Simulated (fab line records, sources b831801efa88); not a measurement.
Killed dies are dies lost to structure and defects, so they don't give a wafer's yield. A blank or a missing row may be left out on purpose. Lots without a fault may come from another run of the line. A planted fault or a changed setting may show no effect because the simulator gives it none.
Which tool did it? | flow sky130 | 6 lots, 18 wafers sampled, at 2 steps of a route of 708

WHAT THE GAUGES READ, wafer by wafer
SKY_FIELD_ISO_CD_MEAS_13: target cd 150 nm.
lot  | measured    | on        | cd_nm (nm)
L182 | day 2 10:20 | cd_sem-01 | 149.0 150.7 149.1
L184 | day 2 21:30 | cd_sem-01 | 149.2 148.3 149.8
L188 | day 3 18:23 | cd_sem-02 | 153.4 153.4 154.8
L192 | day 4 14:23 | cd_sem-02 | 151.7 53.2 53.2
L196 | day 5 11:24 | cd_sem-01 | 147.9 147.8 147.2
L200 | day 6 07:42 | cd_sem-02 | 148.4 149.3 149.9

WHICH TOOL RAN EACH LOT (tool, then ch and the chambers of the sampled wafers, then the start)
lot  | SKY_FIELD_ISO_EXPOSE_10
L182 | krf_scanner-01 ch 0, day 2 02:56
L184 | krf_scanner-02 ch 0, day 2 13:52
L188 | krf_scanner-02 ch 0, day 3 10:06
L192 | krf_scanner-01 ch 0, day 4 05:59
L196 | krf_scanner-02 ch 0, day 5 02:07
L200 | krf_scanner-02 ch 0, day 5 21:56
- SKY_FIELD_ISO_EXPOSE_10: exposes mask FOM, target cd 150 nm.

THE ANSWER, worked out from the rows above alone
Rule: what is usual is taken from the lots themselves. Put in order of their means at a reading, lots are off if they are a third of the lots or fewer, leave a main group of 4 or more, and stand apart from it by a gap of 3 or more times the standard deviation of the main group's means; of several such gaps the widest counts. A main group whose means are all the same, to the digits that the tables above print for the reading, isn't used. A lot without any number at a reading at which 4 lots or more have one is off too. The other lots that the step has rows for count as sound.
Off: L192, at SKY_FIELD_ISO_CD_MEAS_13 (cd_nm). The main group: mean 149.9 nm, standard deviation 2.1.
A tool fits if, at a process step before that reading, it ran every lot that is off, and no sound lot after the first of them. The gauges at SKY_FIELD_ISO_CD_MEAS_13 are tried like those tools. One fits: krf_scanner-01 at SKY_FIELD_ISO_EXPOSE_10. Its last sound lot is L182 (day 2 02:56), its first lot that is off L192 (day 4 05:59): a fault that began between those two fits.

WHAT THE SIMULATOR HAD PUT IN
Process parameter drift: krf_scanner-01, from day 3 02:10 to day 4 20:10, at SKY_FIELD_ISO_EXPOSE_10. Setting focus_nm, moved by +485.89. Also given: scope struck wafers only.
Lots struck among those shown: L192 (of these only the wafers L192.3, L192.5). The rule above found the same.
